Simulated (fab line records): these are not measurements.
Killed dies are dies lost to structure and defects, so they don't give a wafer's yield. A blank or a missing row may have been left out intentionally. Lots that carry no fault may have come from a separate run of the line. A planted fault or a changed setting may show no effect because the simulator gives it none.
Chamber matching | flow sky130 | rieDiel-01 running SKY_CONTACT_ETCH_17: 4 sister chambers
The step etches SiO2 in C4F8/O2/Ar, stops on Si3N4, target depth 340 nm. 4 wafers are shown with their chamber, then 7 later ones without.

WAFERS PAIRED WITH THEIR CHAMBERS
wafer  | chamber | oesProductAu (a.u.)
L664.1 | 3       | 0.892
L664.5 | 1       | 0.885
L671.2 | 2       | 0.889
L671.4 | 0       | 0.893

WAFERS WITHOUT THEIR CHAMBER
wafer  | oesProductAu (a.u.)
L671.6 | 0.893
L672.2 | 0.897
L672.4 | 0.894
L672.6 | 0.887
L675.1 | 0.888
L675.3 | 0.888
L675.5 | 0.888

EACH ONE'S CHAMBER
wafer  | from the rows above          | in truth
L671.6 | can't be placed: 0 or 3      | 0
L672.2 | can't be placed: 0 or 3      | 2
L672.4 | can't be placed: 0 or 3      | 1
L672.6 | can't be placed: 1 or 2 or 3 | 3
L675.1 | can't be placed: 2 or 1 or 3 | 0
L675.3 | can't be placed: 2 or 1 or 3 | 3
L675.5 | can't be placed: 2 or 1 or 3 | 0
Correct placement for 0 of the 7. Not placeable from these rows: 7 (in 3, the candidates include the true chamber). Number placed wrongly: 0.
How it was worked out, from the rows above alone: a wafer's distance from a chamber is the root of the sum, over the readings, of the square of ((its reading less the chamber's mean) divided by the reading's scatter). The wafer belongs to the nearest chamber; if the next one is less than 2 further off, it can't be placed. A chamber's mean is the mean of its shown wafers. The scatter: with one shown wafer a chamber, the root of the mean of the squares of how far each hidden wafer lies from its nearest shown one.
